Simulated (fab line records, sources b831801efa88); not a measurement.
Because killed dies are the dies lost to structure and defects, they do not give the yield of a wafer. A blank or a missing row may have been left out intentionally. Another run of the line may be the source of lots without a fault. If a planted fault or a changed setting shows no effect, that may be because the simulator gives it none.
2 desks looking at one fault / flow sky130 / every desk sees just its own numbers, and what lay behind them comes last

THE METROLOGY DESK
Means of the sampled wafers that have a number, per lot and without regard to the tool the lot ran on: this is what the gauges read. The brackets show how far a lot's mean lies from the usual mean; more than 4 standard deviations puts the lot out of limits, marked OUT.
Columns: A = cdNm at SKY_FIELD_ISO_CD_MEAS_13, usual 150.4 nm; B = FIELD_ISO_OXIDATION_01_THK at SKY_FIELD_ISO_THK_MEAS_23, usual 10.00 nm; C = FIELD_ISO_CVD_24_THK at SKY_FIELD_ISO_THK_MEAS_25, usual 599 nm
lot=L375; first seen here=day 3 03:05; A=150.1; B=10.00; C=605
lot=L384; first seen here=day 5 01:08; A=149.4; B=9.63; C=596
lot=L388; first seen here=day 5 20:44; A=151.1; B=10.13; C=596
lot=L389; first seen here=day 6 03:44; A=151.3; B=9.86; C=602
lot=L394; first seen here=day 7 03:41; A=151.4; B=9.95; C=599
Result from this desk: across the 5 lots, nothing is out of limits.

AT THE TOOL OWNER'S DESK: rieSi-01
The tool's own readings at SKY_FIELD_ISO_ETCH_17 (etches Si in HBr/Cl2/O2, target depth 342 nm, time 97.7 s): means of the sampled wafers that have a number, for each lot that ran on this tool. The brackets show how far a lot's mean lies from the usual mean; more than 4 standard deviations puts the lot out of limits, marked OUT.
Columns: A = biasW at SKY_FIELD_ISO_ETCH_17, usual 150.0 W; B = drypumpMotorCurrentA at SKY_FIELD_ISO_ETCH_17, usual 5.64 A; C = oesProductAu at SKY_FIELD_ISO_ETCH_17, usual 0.998 a.u.; D = throttleValvePct at SKY_FIELD_ISO_ETCH_17, usual 25.658 %
lot=L375; first seen here=day 3 03:25; A=149.9; B=5.69; C=0.987; D=25.675
lot=L384; first seen here=day 5 01:28; A=172.4 (+50) OUT; B=5.86; C=1.009; D=25.637
This desk's verdict: out of limits on L384, starting with L384 at day 5 01:28 (biasW at SKY_FIELD_ISO_ETCH_17). In limits: L375.

PUT TOGETHER
The tool owner's desk could have raised an alarm at day 5 01:28, on L384.
Nothing out of limits was seen by the metrology desk.
The metrology desk has L384 on record, within its limits.
Of the lots named, all ran SKY_FIELD_ISO_ETCH_17 on rieSi-01.

WHAT THE SIMULATOR HAD INSERTED
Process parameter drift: rieSi-01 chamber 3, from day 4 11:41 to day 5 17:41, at SKY_FIELD_ISO_ETCH_17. The setting biasW was moved by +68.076, starting from 150. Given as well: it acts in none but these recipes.
Lots struck among those shown: L384.
Hours from the fault's start to each desk's first reading out of limits: the tool owner's desk, 14.
